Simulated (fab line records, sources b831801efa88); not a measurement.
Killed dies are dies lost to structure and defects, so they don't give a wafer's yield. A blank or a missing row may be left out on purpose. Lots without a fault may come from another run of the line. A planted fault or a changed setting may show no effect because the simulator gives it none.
Which tool did it? | flow sky130 | 11 lots, 33 wafers sampled, at 3 steps of a route of 708

WHAT THE GAUGES READ, wafer by wafer
SKY_CONTACT_THK_MEAS_01.
lot  | measured     | on            | CONTACT_CVD_00_THK (nm)
L524 | day 30 19:12 | film_metro-04 | 73.6 75.2 74.4
L525 | day 31 14:48 | film_metro-04 | 74.9 75.6 74.9
L527 | day 31 18:07 | film_metro-02 | 74.4 75.2 75.6
L529 | day 33 09:40 | film_metro-04 | 75.2 76.3 77.4
L531 | day 33 11:26 | film_metro-04 | 75.2 74.1 75.7
L533 | day 33 19:19 | film_metro-02 | 73.8 75.7 76.3
L536 | day 35 14:15 | film_metro-03 | 74.7 74.9 75.6
L537 | day 35 17:50 | film_metro-04 | 74.4 35.5 74.7
L541 | day 36 02:00 | film_metro-03 | 75.5 76.0 76.2
L543 | day 37 01:19 | film_metro-04 | 75.1 73.9 75.3
L544 | day 37 02:28 | film_metro-02 | 74.2 75.6 75.5

WHICH TOOL RAN EACH LOT (tool, then ch and the chambers of the sampled wafers, then the start)
lot  | SKY_LI_CONTACT_ETCH_14             | SKY_CONTACT_CVD_00
L524 | rie_diel-01 ch 0,2, day 29 12:39   | pecvd-02 ch 1, day 30 19:06
L525 | rie_diel-04 ch 2,3, day 30 09:05   | pecvd-01 ch 1,2, day 31 14:45
L527 | rie_diel-03 ch 1,2, day 30 11:30   | pecvd-02 ch 1,2, day 31 18:05
L529 | rie_diel-04 ch 0,1,2, day 32 03:53 | pecvd-02 ch 0,1, day 33 09:38
L531 | rie_diel-04 ch 0,1,3, day 32 06:04 | pecvd-04 ch 0,1,2, day 33 11:23
L533 | rie_diel-01 ch 0,1, day 32 13:53   | pecvd-02 ch 0,1,2, day 33 19:16
L536 | rie_diel-03 ch 0,1,2, day 34 09:22 | pecvd-02 ch 1, day 35 14:12
L537 | rie_diel-03 ch 0,3, day 34 13:24   | pecvd-02 ch 0,2, day 35 17:47
L541 | rie_diel-01 ch 0,3, day 34 20:28   | pecvd-01 ch 0,1,2, day 36 01:57
L543 | rie_diel-04 ch 1,2,3, day 35 20:06 | pecvd-01 ch 0,2, day 37 01:17
L544 | rie_diel-01 ch 0,1,2, day 35 22:17 | pecvd-04 ch 1,2, day 37 02:25
- SKY_LI_CONTACT_ETCH_14: etches BARC in N2/H2, stops on SiO2, time 45.9 s, target depth 60 nm.
- SKY_CONTACT_CVD_00: deposits Si3N4, target thk 75 nm.

THE ANSWER, worked out from the rows above alone
Rule: what is usual is taken from the lots themselves. Put in order of their means at a reading, lots are off if they are a third of the lots or fewer, leave a main group of 4 or more, and stand apart from it by a gap of 3 or more times the standard deviation of the main group's means; of several such gaps the widest counts. A main group whose means are all the same, to the digits that the tables above print for the reading, isn't used. A lot without any number at a reading at which 4 lots or more have one is off too. The other lots that the step has rows for count as sound.
Off: L537, at SKY_CONTACT_THK_MEAS_01 (CONTACT_CVD_00_THK). The main group: mean 75.2 nm, standard deviation 0.51.
A tool fits if, at a process step before that reading, it ran every lot that is off, and no sound lot after the first of them. The gauges at SKY_CONTACT_THK_MEAS_01 are tried like those tools. Can't be told from this: 2 tools fit, rie_diel-03 at SKY_LI_CONTACT_ETCH_14, pecvd-02 at SKY_CONTACT_CVD_00.

WHAT THE SIMULATOR HAD PUT IN
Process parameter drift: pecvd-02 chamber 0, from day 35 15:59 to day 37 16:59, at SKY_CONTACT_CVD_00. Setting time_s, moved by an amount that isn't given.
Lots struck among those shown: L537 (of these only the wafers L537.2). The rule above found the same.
